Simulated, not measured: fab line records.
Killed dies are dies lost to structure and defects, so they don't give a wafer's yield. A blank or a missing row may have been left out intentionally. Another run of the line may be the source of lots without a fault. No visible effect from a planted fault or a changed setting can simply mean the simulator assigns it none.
Code-filled problem report in 8D (eight disciplines) form	flow sky130	the parts of the form that need people (team, actions taken, sign-off) are left out

## 1. WHAT WENT WRONG
METAL1_ALCU_RS at SKY_METAL1_RS_MEAS_05 reads a mean of 0.1956 ohm/sq on 1 wafer of 1 lot; wafers without a fault read 0.1264 ohm/sq with a standard deviation of 0.0019. That puts it +36 standard deviations away from the usual mean.
The step: measures by four-point-probe.
First seen on wafer L562.3, day 36 20:20, on film_metro-01. At this step, 27 wafers from 9 lots have a number in the record. Rule for "out" (also "out of limits"): further than 4 standard deviations from the usual mean. All remaining wafers that have a number are taken as sound.

## 2. WHAT THIS IS AND IS NOT
question	is	is not
which readings at this step	METAL1_ALCU_RS	-
which lots	L562	L547, L549, L554, L558, L560, L564, L565, L570
which wafers of those lots	L562.3	L562.1, L562.6
read on which gauges	film_metro-01	film_metro-03, film_metro-04
when	from day 36 20:20	up to then (17 sound wafers); but 9 sound wafers of L564, L565, L570 came after

## 3. WHAT RULES OUT EACH SUSPECT
Counting: if a tool at a process step up to the reading ran every lot that is out, it stays a suspect. Sound lots after the first of them don't rule it out here, since some wafers of a struck lot are sound.
- the gauge at SKY_METAL1_RS_MEAS_05: ruled out. All the wafers that are out were read on film_metro-01, but those of them that SKY_METAL1_THK_MEAS_06 has rows for are out there too, on other tools.
- cmp-01 at SKY_CONTACT_CMP_27 (polishes, stops on SiO2, t overpolish 15 s, target thk 0 nm): kept. The lot that is out, L562, ran on it at day 36 20:00; the last sound lot it ran before that was L560, at day 36 00:00.
- pvd_sputter-01 at SKY_METAL1_SPUTTER_02 (material AlCu, target thk 250 nm, time 13.3 s): kept. The lot that is out, L562, ran on it at day 36 20:15; the last sound lot it ran before that was L549, at day 32 08:56.
- In cmp-01 at SKY_CONTACT_CMP_27, the wafers that are out were processed in chamber 2 and their sound lot-mates in chambers 0, 3.
What counting leaves: cmp-01 at SKY_CONTACT_CMP_27 and pvd_sputter-01 at SKY_METAL1_SPUTTER_02.

## 4. THE CAUSE (what the simulator had put in)
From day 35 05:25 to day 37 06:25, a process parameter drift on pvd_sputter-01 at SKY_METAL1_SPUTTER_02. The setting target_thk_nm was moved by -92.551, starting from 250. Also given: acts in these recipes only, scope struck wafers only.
2 suspects survive the count, and this tool is in that group.

## 5. THE EFFECT CHAIN, in route order
Each row: a reading whose mean over the struck wafers that have a number lies more than 3 standard deviations from the usual. Only readings for which the record gives a usual standard deviation are gone through. hours: the time from each lot's start at the first step in this table that gives one to its start at this step, as a median over the lots. sigmas: the change in usual standard deviations.
hours	step	reading	usual	on struck wafers	change	sigmas
0	SKY_METAL1_RS_MEAS_05	METAL1_ALCU_RS	0.1264 ohm/sq	0.1956	+0.0692	+36
5	SKY_METAL1_THK_MEAS_06	METAL1_ALCU_THK	249 nm	162	-87	-23
26	SKY_METAL1_METAL_ETCH_19	oes_product_au	0.855 a.u.	0.763	-0.092	-14
Process steps it contains:
- SKY_METAL1_METAL_ETCH_19: etches the open film in Cl2/BCl3, stops on SiO2, target depth 360 nm, time 78 s.

## 6. HOW IT WOULD HAVE BEEN CAUGHT EARLIER
39 hours passed between the start of the fault at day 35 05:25 and the first reading out of limits at a measuring or inspecting step in this record, taken at day 36 20:20.
Of the tool readings at SKY_METAL1_SPUTTER_02 for which the record gives a usual standard deviation, none was out on any struck wafer, so an alarm limit of 4 standard deviations on them would not have fired.
The start of SKY_METAL1_SPUTTER_02 on pvd_sputter-01 came by day 36 20:20 for every one of the lots that are out (1). Had the tool been put on hold then, not one of them would have been saved.
